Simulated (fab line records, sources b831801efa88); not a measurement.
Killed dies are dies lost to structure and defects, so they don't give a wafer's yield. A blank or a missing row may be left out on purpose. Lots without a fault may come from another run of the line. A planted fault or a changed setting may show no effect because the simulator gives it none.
A struck lot beside a sound one | flow gf180mcu | 16 steps out of a route of 602
Sound: wafers L801.2, L801.4, L801.6. Struck: wafers L810.1, L810.5, L810.6. The cause comes at the end.
At each step with rows: each side's tool, then ch and its chambers, then its first start. Under that, the readings that differ: sound wafers | struck wafers | difference of the means | sigmas: that difference in standard deviations of wafers without a fault.
alike: readings whose means differ by less than 2 such deviations, and words and numbers that are the same on both sides. not compared: withheld readings, readings that some wafer has no value for, bounds like >300 that may hide the same value, and numbers for which the record gives no deviation and whose values overlap.
The two part at a step that has a row with sigmas, a row that says differs or no value, or rows on one side only. Numbers that don't overlap but have no deviation are shown without sigmas and don't part them. A reading that every wafer of one side lacks parts them only if that side has two wafers or more.

GF_POLY_GATE_ETCH_13: etches poly-Si in HBr/Cl2, stops on SiO2, target depth 198.5 nm, time 69.6 s.
  sound on rie_si-02 ch 1,3, day 10 05:50; struck on rie_si-01 ch 0,3, day 12 16:28
  alike: drypump_motor_current_A, mfc_cl2_sccm, oes_product_au, throttle_valve_pct
  not compared: rf_hours_counter_h
GF_POLY_GATE_STRIP_14: strips in O2/N2.
  sound on plasma_asher-03 ch 0,1, day 10 05:54; struck on plasma_asher-03 ch 0,1, day 12 16:31
  alike: drypump_motor_current_A, heater_power_w, o2_flow_sccm, oes_product_au
  not compared: rf_hours_counter_h
then, 2 steps without rows for these wafers: GF_POLY_GATE_CLEAN_15 (cleans in SC1/SC2, time 150 s); GF_POLY_GATE_OXIDATION_16 (stabilise 600 s, purge 300 s, target thk 4 nm).
GF_POLY_GATE_THK_MEAS_17:
  sound on film_metro-03, day 10 13:35; struck on film_metro-02, day 12 20:20
  alike: POLY_GATE_OXIDATION_THK
GF_POLY_GATE_CD_MEAS_18:
  sound on cd_sem-01, day 10 13:40; struck on cd_sem-01, day 12 20:31
  alike: cd_nm
then, 6 steps without rows for these wafers: GF_HV_LDD_DEHYDRATE_00 (time 60 s); GF_HV_LDD_HMDS_01 (prime time 60 s); GF_HV_LDD_COAT_02 (resist thk 1000 nm); GF_HV_LDD_SOFTBAKE_03 (time 60 s); GF_HV_LDD_EXPOSE_04 (exposes mask Nplus LV AREA, target cd 400 nm); GF_HV_LDD_PEB_05.
GF_HV_LDD_DEVELOP_06: develop time 60 s.
  sound on litho_track-02 ch 0, day 11 07:08; struck on litho_track-02 ch 0, day 13 15:18
  alike: resist_line_temp_C
GF_HV_LDD_CD_MEAS_07: target cd 400 nm.
  sound on cd_sem-02, day 11 07:17; struck on cd_sem-01, day 13 15:44
  reading    | sound             | struck            | difference | sigmas
  cd_nm (nm) | 398.1 398.0 397.9 | 379.4 381.3 378.7 | -18.2      | -9
  not compared: hold
GF_HV_LDD_OVL_MEAS_08:
  sound on overlay-02, day 11 07:23; struck on overlay-02, day 13 18:16
  reading | sound | struck                                                                     | difference                   | sigmas
  hold    | - - - | await_dispo/2.4h/release await_dispo/2.4h/release await_dispo/2.4h/release | no value on the sound wafers |
  alike: HV_LDD_OVL
then, 1 step without rows for these wafers: GF_PASSIVATION_PROBE_99.

WHERE THEY PART
First at GF_HV_LDD_CD_MEAS_07; last, within this record, at GF_HV_LDD_OVL_MEAS_08.

WHY: what the simulator had put in
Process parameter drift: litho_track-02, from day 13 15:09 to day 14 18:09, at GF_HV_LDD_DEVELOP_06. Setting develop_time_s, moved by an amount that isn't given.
